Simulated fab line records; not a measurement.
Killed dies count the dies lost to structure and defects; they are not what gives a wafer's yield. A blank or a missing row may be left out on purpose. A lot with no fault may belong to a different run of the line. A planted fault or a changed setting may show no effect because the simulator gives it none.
Matching of chambers	flow gf180mcu	4 sister chambers for GF_V2_CMP_26 on cmp-01
The step polishes, stops on SiO2, t overpolish 15 s, target thk 0 nm. 30 wafers are shown with their chamber, then 12 later ones without.

== WAFERS, EACH WITH ITS CHAMBER ==
wafer	chamber	motor-current-A (A)	time-to-endpoint-s (s)	platen-rpm (rpm)
L074.2	1	10.0	85	60.09
L074.3	3	12.2	84	60.02
L074.5	1	10.3	91	60.01
L076.2	0	11.2	80	60.02
L076.5	3	11.7	90	59.93
L076.6	0	11.2	84	60.03
L077.2	1	9.8	83	60.02
L077.3	3	12.7	87	60.01
L077.5	3	12.1	86	60.00
L078.1	1	10.5	86	60.07
L078.3	0	10.3	82	60.00
L078.4	3	11.7	89	60.03
L079.1	1	10.4	85	59.99
L079.3	2	9.3	85	59.96
L079.4	0	10.8	81	60.00
L080.1	3	12.0	84	59.98
L080.2	1	9.8	83	60.01
L080.4	2	9.3	84	60.05
L081.2	1	10.1	86	60.02
L081.4	3	11.5	88	59.92
L081.6	1	10.1	91	60.00
L083.1	0	10.9	80	60.04
L083.4	2	9.9	88	59.98
L083.6	0	11.5	83	59.96
L086.1	3	11.9	82	60.02
L086.4	1	10.7	85	60.05
L086.5	0	11.1	81	59.99
L088.1	0	10.6	80	60.03
L088.4	1	9.9	87	60.00
L088.6	3	10.9	90	59.98

SIGNATURES (averages over the wafers above)
reading	chamber 0	chamber 1	chamber 2	chamber 3	scatter within a chamber
motor-current-A	10.950	10.160	9.500	11.856	0.397
time-to-endpoint-s	81.38	86.20	85.67	86.67	2.5
platen-rpm	60.0087	60.0260	59.9967	59.9878	0.0349
Rule: a wafer's distance from a chamber is the root of the sum, over the readings, of the square of ((its reading less the chamber's mean) divided by the reading's scatter). The wafer belongs to the nearest chamber; if the next one is less than 2 further off, it can't be placed. How the scatter is found: for the shown wafers, subtract from each reading the mean of its chamber, square and add these, divide the total by (wafers less chambers), then take the root.

== WAFERS WITH NO CHAMBER GIVEN ==
wafer	motor-current-A (A)	time-to-endpoint-s (s)	platen-rpm (rpm)
L089.4	9.3	89	60.03
L089.5	12.4	86	60.05
L089.6	10.6	83	60.02
L092.1	11.2	77	59.96
L092.2	9.5	84	59.96
L092.6	10.4	82	59.99
L093.1	9.5	85	59.99
L093.4	10.1	84	59.96
L093.5	9.8	81	59.97
L094.1	12.1	88	60.02
L094.3	11.2	82	59.98
L094.4	9.9	89	60.02

== THE CHAMBER EACH PASSED THROUGH ==
wafer	from the rows above	in truth
L089.4	can't be placed: 2 or 1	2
L089.5	can't be placed: 3 or 0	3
L089.6	can't be placed: 0 or 1 or 2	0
L092.1	can't be placed: 0 or 3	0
L092.2	can't be placed: 2 or 1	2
L092.6	can't be placed: 0 or 1 or 2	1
L093.1	can't be placed: 2 or 1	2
L093.4	can't be placed: 2 or 1 or 0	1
L093.5	can't be placed: 2 or 1 or 0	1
L094.1	3	3
L094.3	can't be placed: 0 or 3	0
L094.4	can't be placed: 1 or 2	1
Correctly placed: 1 of 12. Can't be placed from these rows: 11 (the true chamber is among the candidates in 11). Placed wrongly: 0.
